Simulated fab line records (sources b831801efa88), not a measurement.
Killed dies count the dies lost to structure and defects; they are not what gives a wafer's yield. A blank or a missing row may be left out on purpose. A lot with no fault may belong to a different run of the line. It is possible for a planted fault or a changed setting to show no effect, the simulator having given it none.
Which tool is to blame? | flow sky130 | 13 lots, 39 wafers sampled, at 5 steps of a route of 708

## WHAT THE GAUGES READ, wafer by wafer
SKY_FIELD_ISO_THK_MEAS_23. Usual: FIELD_ISO_OXIDATION_01_THK gives 10.08 nm (standard deviation 0.19).
lot  | measured    | on            | FIELD_ISO_OXIDATION_01_THK (nm) | flag
L164 | day 2 12:00 | film-metro-01 | 10.14 10.17 10.06               |
L166 | day 3 00:20 | film-metro-04 | 10.38 10.43 10.46               |
L167 | day 3 05:56 | film-metro-01 | 10.38 10.42 10.26               |
L171 | day 4 00:08 | film-metro-03 | 9.88 10.09 9.96                 |
L172 | day 4 05:51 | film-metro-04 | 10.09 10.11 10.03               |
L178 | day 5 13:59 | film-metro-03 | 10.05 9.94 9.83                 |
L179 | day 5 17:10 | film-metro-01 | 10.24 10.23 10.25               |
L180 | day 5 22:26 | film-metro-04 | 9.76 9.83 9.78                  |
L181 | day 9 18:34 | film-metro-01 | 10.03 10.02 10.13               |
L182 | day 9 18:34 | film-metro-03 | 9.83 9.78 9.72                  |
L183 | day 9 18:38 | film-metro-03 | 10.10 10.30 10.16               |
L186 | day 9 18:38 | film-metro-01 | 10.06 10.18 10.03               |
L185 | day 9 18:41 | film-metro-01 | 9.99 10.21 10.19                |

SKY_NWELL_THK_MEAS_02. Usual: NWELL_OXIDATION_THK gives 9.97 nm (standard deviation 0.18).
lot  | measured     | on            | NWELL_OXIDATION_THK (nm) | flag
L164 | day 2 17:19  | film-metro-03 | 10.09 10.28 10.14        |
L166 | day 3 04:41  | film-metro-02 | 10.12 9.88 9.79          |
L167 | day 3 10:32  | film-metro-03 | 10.06 10.08 9.94         |
L171 | day 4 07:15  | film-metro-02 | 10.10 10.00 10.13        |
L172 | day 4 11:39  | film-metro-02 | 10.19 10.04 10.10        |
L178 | day 5 18:34  | film-metro-02 | 10.07 10.11 10.25        |
L179 | day 5 22:58  | film-metro-02 | 10.20 10.20 10.23        |
L180 | day 6 02:31  | film-metro-03 | 10.14 10.11 9.91         |
L181 | day 10 12:26 | film-metro-02 | 9.99 10.04 9.90          |
L182 | day 10 12:26 | film-metro-03 | 9.70 9.67 9.68           |
L183 | day 10 12:26 | film-metro-01 | 9.83 9.88 9.72           |
L186 | day 10 12:30 | film-metro-03 | 9.98 9.81 9.90           |
L185 | day 10 12:30 | film-metro-01 | 9.73 9.73 9.74           |

SKY_PWDE_TW_MEAS_10. Usual: PWDE_TW gives 372 (standard deviation 3.3).
lot  | measured     | on            | PWDE_TW     | flag
L164 | day 4 00:49  | film-metro-02 | 371 370 370 |
L166 | day 4 12:56  | film-metro-01 | 371 371 373 |
L167 | day 4 19:02  | film-metro-01 | 372 369 372 |
L171 | day 5 18:47  | film-metro-02 | 368 367 368 |
L172 | day 5 22:02  | film-metro-02 | 370 369 369 |
L178 | day 7 01:05  | film-metro-01 | 371 370 372 |
L179 | day 7 04:58  | film-metro-02 | 371 372 372 |
L180 | day 7 07:52  | film-metro-02 | 370 373 370 |
L181 | day 12 03:59 | film-metro-01 | 366 365 367 |
L182 | day 12 04:56 | film-metro-03 | 377 374 378 |
L183 | day 12 03:47 | film-metro-03 | 376 375 377 |
L186 | day 12 07:29 | film-metro-03 | 374 376 376 |
L185 | day 12 07:50 | film-metro-02 | 371 375 374 |

SKY_VT_ADJUST_NCORE_TW_MEAS_11. Usual: VT_ADJUST_NCORE_TW gives 218.6 (standard deviation 2.2).
lot  | measured     | on            | VT_ADJUST_NCORE_TW | flag
L164 | day 7 21:38  | film-metro-03 | 221.8 223.2 222.0  |
L166 | day 8 06:13  | film-metro-04 | 245.3 244.6 246.3  | OFF
L167 | day 8 10:40  | film-metro-04 | 222.1 221.8 221.7  |
L171 | day 9 00:39  | film-metro-01 | 217.0 217.9 216.9  |
L172 | day 9 05:40  | film-metro-03 | 247.2 247.0 246.6  | OFF
L178 | day 10 13:07 | film-metro-03 | 220.7 220.8 219.3  |
L179 | day 10 18:55 | film-metro-04 | 216.7 216.9 215.7  |
L180 | day 10 21:26 | film-metro-01 | 215.9 217.0 215.9  |
L181 | day 18 21:12 | film-metro-03 | 219.3 220.4 220.8  |
L182 | day 18 21:57 | film-metro-03 | 219.1 219.8 219.6  |
L183 | day 18 21:03 | film-metro-04 | 216.4 216.3 216.9  |
L186 | day 18 22:51 | film-metro-01 | 218.0 217.7 216.8  |
L185 | day 18 23:45 | film-metro-01 | 216.5 215.8 215.8  |

## WHAT TOOL EACH LOT RAN ON (gives the tool, then ch and the chambers of the sampled wafers, and finally the start)
lot  | SKY_VT_ADJUST_NCORE_IMPLANT_09
L164 | implanter-03 ch 0, day 7 21:23
L166 | implanter-03 ch 0, day 8 05:58
L167 | implanter-04 ch 0, day 8 10:26
L171 | implanter-04 ch 0, day 9 00:25
L172 | implanter-03 ch 0, day 9 05:26
L178 | implanter-04 ch 0, day 10 12:52
L179 | implanter-01 ch 0, day 10 18:40
L180 | implanter-01 ch 0, day 10 21:11
L181 | implanter-01 ch 0, day 18 20:58
L182 | implanter-03 ch 0, day 18 21:43
L183 | implanter-03 ch 0, day 18 20:49
L186 | implanter-03 ch 0, day 18 22:37
L185 | implanter-03 ch 0, day 18 23:31
- SKY_VT_ADJUST_NCORE_IMPLANT_09

## WHAT THE TOOLS THEMSELVES READ (means of the sampled wafers that have a number; where no wafer has one, the mark that the record gives instead)
SKY_VT_ADJUST_NCORE_IMPLANT_09. Usual: beam-energy-keV 10.000, standard deviation 0.0028; beam-on-s 10.01 s, standard deviation 0.22; dose-ions-cm2 2.4004e+12, standard deviation 2.6e+09; faraday-current-uA 13.52, standard deviation 0.3.
lot  | tool         | beam-energy-keV | beam-on-s (s) | dose-ions-cm2 | faraday-current-uA | flag
L164 | implanter-03 | 10.002          | 10.07         | 2.4005e+12    | 13.45              |
L166 | implanter-03 | 10.001          | 9.90          | 3.4560e+12    | 19.70              | OFF
L167 | implanter-04 | 10.000          | 10.27         | 2.4007e+12    | 13.18              |
L171 | implanter-04 | 9.997           | 10.05         | 2.3970e+12    | 13.48              |
L172 | implanter-03 | 9.996           | 9.93          | 3.4617e+12    | 19.64              | OFF
L178 | implanter-04 | 10.003          | 9.93          | 2.4015e+12    | 13.61              |
L179 | implanter-01 | 9.998           | 10.02         | 2.3994e+12    | 13.47              |
L180 | implanter-01 | 10.000          | 9.98          | 2.4004e+12    | 13.55              |
L181 | implanter-01 | 9.999           | 9.97          | 2.4024e+12    | 13.62              |
L182 | implanter-03 | 9.999           | 10.13         | 2.4014e+12    | 13.35              |
L183 | implanter-03 | 10.002          | 9.99          | 2.3981e+12    | 13.55              |
L186 | implanter-03 | 10.000          | 10.18         | 2.3962e+12    | 13.26              |
L185 | implanter-03 | 10.003          | 10.04         | 2.3975e+12    | 13.48              |

## THE ANSWER, worked out from the rows above alone
Rule: a lot counts as off when the mean over its wafers that have a number is more than 3 standard deviations away from the usual mean. Also off: a lot with no number at a reading for which 4 or more lots have one. The other lots that the step has rows for count as sound. The gauges are gone through in route order, then the tools' own readings, and for those a lot's mean is taken as printed above. The first step at which some lot is off is used, and at that step the reading that is off furthest; a lot without a number counts as furthest.
Off: L166, L172, seen at SKY_VT_ADJUST_NCORE_TW_MEAS_11 (VT_ADJUST_NCORE_TW).
If a tool, at a process step before that reading, ran all the lots that are off and no sound lot after the first of them, it fits. Not tried: the gauges at SKY_VT_ADJUST_NCORE_TW_MEAS_11; whatever is off there is also off at SKY_VT_ADJUST_NCORE_IMPLANT_09, on other tools, and gauge error can't account for it. None of those tried fits.

## WHAT THE SIMULATOR HAD INSERTED
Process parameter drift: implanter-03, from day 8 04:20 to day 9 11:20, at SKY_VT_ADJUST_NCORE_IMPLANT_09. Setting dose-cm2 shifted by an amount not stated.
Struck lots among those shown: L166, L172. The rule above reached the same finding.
